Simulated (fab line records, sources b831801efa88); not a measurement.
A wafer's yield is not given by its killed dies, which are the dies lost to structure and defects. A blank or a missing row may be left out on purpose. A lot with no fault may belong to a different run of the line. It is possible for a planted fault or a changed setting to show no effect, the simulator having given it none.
The tool behind it: which one?	flow sky130	72 wafers from 24 lots sampled at 5 of the route's 708 steps

WHAT THE GAUGES READ, wafer by wafer
SKY_VIA4_RS_MEAS_19: uses a four-point probe to measure. Usual: VIA4_W_RS gives 0.2285 ohm/sq (standard deviation 0.0028).
lot	measured	on	VIA4_W_RS (ohm/sq)	flag
L074	day 42 23:23	film-metro-02	0.2314 0.2275 0.2269	
L075	day 43 02:23	film-metro-02	0.2321 0.2297 0.2296	
L076	day 43 10:10	film-metro-02	0.2305 0.2303 0.2284	
L077	day 43 20:42	film-metro-03	0.2340 0.2347 0.2309	
L078	day 44 01:59	film-metro-02	0.2276 0.2273 0.2292	
L079	day 44 12:50	film-metro-02	0.2291 0.2301 0.2278	
L080	day 45 02:31	film-metro-01	0.2276 0.2286 0.2279	
L081	day 45 03:02	film-metro-01	0.2246 0.2285 0.2248	
L083	day 45 11:04	film-metro-03	0.2311 0.2261 0.2318	
L082	day 45 16:52	film-metro-02	0.2254 0.2275 0.2236	
L084	day 45 18:23	film-metro-02	0.2288 0.2271 0.2285	
L086	day 46 06:38	film-metro-03	0.2295 0.2313 0.2248	
L085	day 46 10:41	film-metro-03	0.2283 0.2310 0.2286	
L087	day 46 19:05	film-metro-03	0.2257 0.2289 0.2235	
L088	day 46 23:18	film-metro-03	0.2225 0.2231 0.2241	
L089	day 47 03:44	film-metro-02	0.2260 0.2283 0.2261	
L090	day 47 07:27	film-metro-01	0.2296 0.2274 0.2285	
L091	day 47 09:35	film-metro-02	0.2297 0.2287 0.2286	
L092	day 47 17:56	film-metro-02	0.2277 0.2310 0.2335	
L093	day 48 01:47	film-metro-03	0.2307 0.2312 0.2314	
L094	day 48 04:22	film-metro-01	0.2282 0.2271 0.2241	
L095	day 48 15:53	film-metro-02	0.2288 0.2261 0.2256	
L097	day 49 01:35	film-metro-02	0.2274 0.2321 0.2274	
L096	day 49 03:17	film-metro-01	0.2318 0.2288 0.2306	

EACH LOT AND THE TOOL THAT RAN IT (in order: tool; ch and the chambers of the sampled wafers; start)
lot	SKY_CONTACT_ETCH_18	SKY_METAL3_STRIP_19	SKY_METAL4_STRIP_19	SKY_VIA4_CMP_02
L074	rie-diel-03 ch 1,2, day 38 14:57 or earlier	plasma-asher-04 ch 0,1, day 38 14:57	plasma-asher-03 ch 0,1, day 41 21:21	cmp-02 ch 0,1,3, day 41 22:23
L075	rie-diel-02 ch 1,2,3, day 38 18:47 or earlier	plasma-asher-02 ch 0,1, day 38 18:47	plasma-asher-04 ch 1, day 42 00:42	cmp-01 ch 0,3, day 42 01:32
L076	rie-diel-03 ch 0,1,3, day 39 03:23 or earlier	plasma-asher-04 ch 0,1, day 39 03:23	plasma-asher-04 ch 0,1, day 42 08:22	cmp-01 ch 0,1,3, day 42 09:14
L077	rie-diel-02 ch 0,1,3, day 39 14:24 or earlier	plasma-asher-04 ch 1, day 39 14:24	plasma-asher-04 ch 0,1, day 42 19:44	cmp-01 ch 0,1,2, day 42 20:37
L078	rie-diel-03 ch 2,3, day 39 21:19 or earlier	plasma-asher-02 ch 0,1, day 39 21:19	plasma-asher-04 ch 0,1, day 43 01:31	cmp-01 ch 0,2, day 43 02:20
L079	rie-diel-02 ch 0,1,3, day 40 09:42 or earlier	plasma-asher-04 ch 0, day 40 09:42	plasma-asher-03 ch 0,1, day 43 12:32	cmp-01 ch 0,1,2, day 43 13:25
L080	rie-diel-03 ch 2,3, day 40 23:22 or earlier	plasma-asher-04 ch 0,1, day 40 23:22	plasma-asher-01 ch 1, day 44 01:55	cmp-02 ch 1,2,3, day 44 02:51
L081	rie-diel-02 ch 1,2,3, day 41 00:07 or earlier	plasma-asher-04 ch 0,1, day 41 00:07	plasma-asher-01 ch 0,1, day 44 02:45	cmp-01 ch 0,1,2, day 44 03:35
L083	rie-diel-02 ch 0,2,3, day 41 10:01 or earlier	plasma-asher-03 ch 0,1, day 41 10:01	plasma-asher-01 ch 0,1, day 44 11:31	cmp-02 ch 1,2, day 44 12:20
L082	rie-diel-02 ch 0,1, day 41 15:43 or earlier	plasma-asher-02 ch 0, day 41 15:43	plasma-asher-03 ch 0, day 44 17:34	cmp-01 ch 0,3, day 44 18:24
L084	rie-diel-03 ch 0,2,3, day 41 17:46 or earlier	plasma-asher-04 ch 0,1, day 41 17:46	plasma-asher-03 ch 0,1, day 44 19:08	cmp-02 ch 2,3, day 44 19:58
L086	rie-diel-04 ch 1,2,3, day 42 06:55 or earlier	plasma-asher-02 ch 0,1, day 42 06:55	plasma-asher-04 ch 0,1, day 45 07:20	cmp-02 ch 0,1,2, day 45 08:16
L085	rie-diel-02 ch 1,2, day 42 11:21 or earlier	plasma-asher-02 ch 0, day 42 11:21	plasma-asher-01 ch 1, day 45 11:13	cmp-01 ch 0,1,2, day 45 12:02
L087	rie-diel-02 ch 0,1,3, day 42 22:19 or earlier	plasma-asher-02 ch 0,1, day 42 22:19	plasma-asher-04 ch 1, day 45 20:37	cmp-02 ch 1,3, day 45 21:29
L088	rie-diel-02 ch 2,3, day 43 02:13 or earlier	plasma-asher-02 ch 0,1, day 43 02:13	plasma-asher-03 ch 0,1, day 46 00:51	cmp-02 ch 0,1,3, day 46 01:47
L089	rie-diel-02 ch 1,3, day 43 06:34 or earlier	plasma-asher-03 ch 0,1, day 43 06:34	plasma-asher-01 ch 0,1, day 46 05:21	cmp-01 ch 0,2, day 46 06:18
L090	rie-diel-03 ch 0,2,3, day 43 11:35 or earlier	plasma-asher-03 ch 0,1, day 43 11:35	plasma-asher-04 ch 0,1, day 46 09:04	cmp-02 ch 1,3, day 46 09:56
L091	rie-diel-03 ch 2,3, day 43 14:12 or earlier	plasma-asher-02 ch 0,1, day 43 14:12	plasma-asher-01 ch 0,1, day 46 11:06	cmp-02 ch 1,3, day 46 11:59
L092	rie-diel-04 ch 0,2,3, day 43 23:57 or earlier	plasma-asher-03 ch 1, day 43 23:57	plasma-asher-03 ch 0,1, day 46 20:04	cmp-02 ch 1,2,3, day 46 20:59
L093	rie-diel-02 ch 0,2,3, day 44 08:37 or earlier	plasma-asher-03 ch 0,1, day 44 08:37	plasma-asher-03 ch 0,1, day 47 03:58	cmp-01 ch 0,1,2, day 47 04:50
L094	rie-diel-02 ch 2,3, day 44 12:07 or earlier	plasma-asher-02 ch 0,1, day 44 12:07	plasma-asher-03 ch 0,1, day 47 06:50	cmp-02 ch 0,3, day 47 07:40
L095	rie-diel-04 ch 1,2, day 45 00:02 or earlier	plasma-asher-04 ch 0,1, day 45 00:02	plasma-asher-04 ch 0,1, day 47 18:55	cmp-01 ch 0,2,3, day 47 19:45
L097	rie-diel-04 ch 1,3, day 45 13:08 or earlier	plasma-asher-02 ch 0,1, day 45 13:08	plasma-asher-01 ch 0,1, day 48 05:20	cmp-02 ch 0,1,2, day 48 06:40
L096	rie-diel-02 ch 0,1,3, day 45 14:10 or earlier	plasma-asher-04 ch 0,1, day 45 14:10	plasma-asher-03 ch 0, day 48 06:20	cmp-02 ch 1,2, day 48 07:31
- SKY_CONTACT_ETCH_18: etches Si3N4 in CHF3/O2, stops on TiN, time 39 s, target depth 75 nm.
- SKY_METAL3_STRIP_19: strips in O2/N2.
- SKY_METAL4_STRIP_19: strips in O2/N2.
- SKY_VIA4_CMP_02: polishes SiO2.

AS READ BY THE TOOLS THEMSELVES (means over the sampled wafers that have a number; for cases with no such wafer, the mark the record gives instead)
SKY_CONTACT_ETCH_18. Usual: drypump-motor-current-A 5.7 A, standard deviation 0.53; oes-product-au 0.854 a.u., standard deviation 0.01; throttle-valve-pct 8.793 %, standard deviation 0.0096.
lot	tool	drypump-motor-current-A (A)	oes-product-au (a.u.)	throttle-valve-pct (%)	flag
L074	rie-diel-03	5.4	0.851	8.790	
L075	rie-diel-02	5.8	0.851	8.788	
L076	rie-diel-03	5.9	0.861	8.790	
L077	rie-diel-02	5.8	0.843	8.782	
L078	rie-diel-03	6.0	0.854	8.796	
L079	rie-diel-02	5.8	0.859	8.791	
L080	rie-diel-03	5.9	0.858	8.792	
L081	rie-diel-02	5.8	0.842	8.787	
L083	rie-diel-02	5.6	0.857	8.791	
L082	rie-diel-02	5.4	0.856	8.795	
L084	rie-diel-03	5.6	0.855	8.789	
L086	rie-diel-04	5.9	0.855	8.797	
L085	rie-diel-02	5.7	0.858	8.794	
L087	rie-diel-02	5.9	0.846	8.790	
L088	rie-diel-02	5.6	0.853	8.790	
L089	rie-diel-02	6.3	0.850	8.781	
L090	rie-diel-03	5.6	0.860	8.789	
L091	rie-diel-03	5.4	0.853	8.796	
L092	rie-diel-04	5.6	0.853	8.796	
L093	rie-diel-02	5.6	0.851	8.797	
L094	rie-diel-02	5.6	0.857	8.799	
L095	rie-diel-04	5.9	0.853	8.788	
L097	rie-diel-04	6.2	0.851	8.797	
L096	rie-diel-02	5.9	0.855	8.804	

SKY_METAL3_STRIP_19. Usual: drypump-motor-current-A 5.9 A, standard deviation 0.3; oes-product-au 0.502 a.u., standard deviation 0.0067; strip-time-to-endpoint-s 6.54 s, standard deviation 0.12.
lot	tool	drypump-motor-current-A (A)	oes-product-au (a.u.)	strip-time-to-endpoint-s (s)	flag
L074	plasma-asher-04	6.0	0.510	6.71	
L075	plasma-asher-02	5.7	0.495	6.41	
L076	plasma-asher-04	6.1	0.508	6.67	
L077	plasma-asher-04	6.0	0.502	6.54	
L078	plasma-asher-02	5.8	0.508	6.70	
L079	plasma-asher-04	6.1	0.506	6.52	
L080	plasma-asher-04	6.1	0.503	6.55	
L081	plasma-asher-04	6.0	0.501	6.48	
L083	plasma-asher-03	6.1	0.501	6.63	
L082	plasma-asher-02	5.8	0.503	6.54	
L084	plasma-asher-04	6.0	0.500	6.46	
L086	plasma-asher-02	5.6	0.501	6.55	
L085	plasma-asher-02	5.8	0.503	6.58	
L087	plasma-asher-02	5.7	0.505	6.54	
L088	plasma-asher-02	5.7	0.496	6.55	
L089	plasma-asher-03	6.1	0.501	6.46	
L090	plasma-asher-03	6.1	0.506	6.69	
L091	plasma-asher-02	5.7	0.505	6.53	
L092	plasma-asher-03	6.5	0.499	6.40	
L093	plasma-asher-03	6.1	0.498	6.46	
L094	plasma-asher-02	5.5	0.502	6.50	
L095	plasma-asher-04	6.1	0.497	6.55	
L097	plasma-asher-02	5.7	0.502	6.58	
L096	plasma-asher-04	6.1	0.495	6.38	

SKY_METAL4_STRIP_19. Usual: drypump-motor-current-A 5.9 A, standard deviation 0.47; oes-product-au 0.499 a.u., standard deviation 0.0063; strip-time-to-endpoint-s 6.47 s, standard deviation 0.11.
lot	tool	drypump-motor-current-A (A)	oes-product-au (a.u.)	strip-time-to-endpoint-s (s)	flag
L074	plasma-asher-03	6.1	0.500	6.47	
L075	plasma-asher-04	6.0	0.499	6.44	
L076	plasma-asher-04	6.1	0.508	6.68	
L077	plasma-asher-04	6.1	0.508	6.62	
L078	plasma-asher-04	6.0	0.497	6.46	
L079	plasma-asher-03	6.3	0.501	6.47	
L080	plasma-asher-01	5.2	0.499	6.50	
L081	plasma-asher-01	5.2	0.494	6.42	
L083	plasma-asher-01	5.2	0.509	6.52	
L082	plasma-asher-03	5.9	0.495	6.41	
L084	plasma-asher-03	6.3	0.500	6.39	
L086	plasma-asher-04	6.1	0.495	6.35	
L085	plasma-asher-01	5.2	0.496	6.47	
L087	plasma-asher-04	6.0	0.493	6.43	
L088	plasma-asher-03	6.3	0.497	6.49	
L089	plasma-asher-01	5.2	0.495	6.42	
L090	plasma-asher-04	6.0	0.504	6.58	
L091	plasma-asher-01	5.2	0.500	6.53	
L092	plasma-asher-03	6.1	0.492	6.37	
L093	plasma-asher-03	6.1	0.497	6.37	
L094	plasma-asher-03	6.3	0.503	6.52	
L095	plasma-asher-04	6.0	0.499	6.44	
L097	plasma-asher-01	5.2	0.498	6.45	
L096	plasma-asher-03	5.9	0.499	6.48	

SKY_VIA4_CMP_02. Usual: edge-zone-pressure-frac 0.999, standard deviation 0.0054; motor-current-A 11.5 A, standard deviation 1.2.
lot	tool	edge-zone-pressure-frac	motor-current-A (A)	flag
L074	cmp-02	1.002	11.4	
L075	cmp-01	0.998	10.7	
L076	cmp-01	1.001	11.2	
L077	cmp-01	0.998	11.6	
L078	cmp-01	1.004	12.3	
L079	cmp-01	0.998	12.0	
L080	cmp-02	0.997	10.8	
L081	cmp-01	0.998	12.0	
L083	cmp-02	1.003	10.3	
L082	cmp-01	1.000	10.9	
L084	cmp-02	0.994	10.3	
L086	cmp-02	0.995	11.7	
L085	cmp-01	0.997	11.6	
L087	cmp-02	0.995	10.5	
L088	cmp-02	0.999	11.8	
L089	cmp-01	1.007	12.8	
L090	cmp-02	1.002	10.7	
L091	cmp-02	0.998	10.2	
L092	cmp-02	0.997	10.7	
L093	cmp-01	1.004	11.7	
L094	cmp-02	0.996	12.0	
L095	cmp-01	1.002	12.2	
L097	cmp-02	1.003	11.6	
L096	cmp-02	0.998	11.0	

THE ANSWER, worked out from the rows above alone
Rule: lot off if the mean of its wafers having a number is beyond 3 standard deviations from the usual mean. Also off: a lot with no number at a reading for which 4 or more lots have one. Any other lot the step has rows for is counted as sound. The gauges are gone through in route order, then the tools' own readings, and for those a lot's mean is taken as printed above. At the first step where some lot is off, the reading lying furthest off is the one used; lots without a number count as furthest.
None of the lots is off at any reading shown; this tells nothing.

WHAT THE SIMULATOR HAD PUT IN
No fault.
